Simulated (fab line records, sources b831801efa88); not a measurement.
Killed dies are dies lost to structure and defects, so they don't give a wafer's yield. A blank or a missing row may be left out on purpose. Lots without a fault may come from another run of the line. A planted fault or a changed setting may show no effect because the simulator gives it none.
One fault seen from 2 desks | flow sky130 | each desk has only its own numbers; what lay behind them comes last

THE TOOL OWNER'S DESK: pvd_sputter-04
The tool's own readings at SKY_METAL2_SPUTTER_02 (material AlCu, target thk 250 nm, time 13.3 s): means of the sampled wafers that have a number, for each lot that ran on this tool. A lot is out of limits, marked OUT, if its mean lies more than 4 standard deviations from the usual mean; the brackets give that distance.
Columns: A = throttle_valve_pct at SKY_METAL2_SPUTTER_02, usual 30.2 %
lot  | first seen here | A
L668 | day 34 20:35    | 30.0
L670 | day 35 03:59    | 31.1
L673 | day 36 03:01    | 29.2
L678 | day 37 13:50    | 29.9
L679 | day 37 21:12    | 29.9
L690 | day 40 21:53    | 30.4
This desk's finding: nothing out of limits on any of the 6 lots.

THE METROLOGY DESK
What the gauges read, lot by lot, whatever tool the lot ran on: means of the sampled wafers that have a number. A lot is out of limits, marked OUT, if its mean lies more than 4 standard deviations from the usual mean; the brackets give that distance.
Columns: A = METAL1_OVL at SKY_METAL1_OVL_MEAS_16, usual 9 nm; B = METAL2_ALCU_RS at SKY_METAL2_RS_MEAS_05, usual 0.1267 ohm/sq; C = METAL2_ALCU_THK at SKY_METAL2_THK_MEAS_06, usual 253.5 nm
lot  | first seen here | A  | B                | C
L668 | day 33 15:20    | 9  | 0.1264           | 254.0
L670 | day 33 23:23    | 11 | 0.1273           | 252.6
L669 | day 34 00:53    | 2  | 0.1271           | 252.8
L671 | day 34 12:37    | 4  | 0.1272           | 253.7
L672 | day 34 15:59    | 13 | 0.1289           | 249.7
L673 | day 34 21:40    | 16 | 0.1247           | 257.6
L678 | day 36 09:18    | 17 | 0.1074 (-14) OUT | 322.5 (+26) OUT
L679 | day 36 17:19    | 12 | 0.1064 (-14) OUT | 324.8 (+26) OUT
L684 | day 37 22:19    | 7  | 0.1260           | 253.4
L685 | day 38 03:27    | 16 | 0.1239           | 258.2
L690 | day 39 19:21    | 4  | 0.1275           | 251.2
L691 | day 40 02:50    | 8  | 0.1281           | 251.0
This desk's finding: out of limits on L678, L679; first on L678, day 37 13:55 (METAL2_ALCU_RS at SKY_METAL2_RS_MEAS_05). In limits: L668, L670, L669, L671, L672, L673, L684, L685, L690, L691.

PUT TOGETHER
The metrology desk could have raised an alarm at day 37 13:55, on L678, L679.
The tool owner's desk saw nothing out of limits.
The tool owner's desk has L678, L679 on record, within its limits.
Of the lots named, all ran SKY_METAL2_SPUTTER_02 on pvd_sputter-04.

WHAT THE SIMULATOR HAD PUT IN
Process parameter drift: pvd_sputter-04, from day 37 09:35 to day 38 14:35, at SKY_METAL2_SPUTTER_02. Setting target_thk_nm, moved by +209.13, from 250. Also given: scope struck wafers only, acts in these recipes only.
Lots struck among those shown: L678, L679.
Hours from the fault's start to each desk's first reading out of limits: the metrology desk, 4.
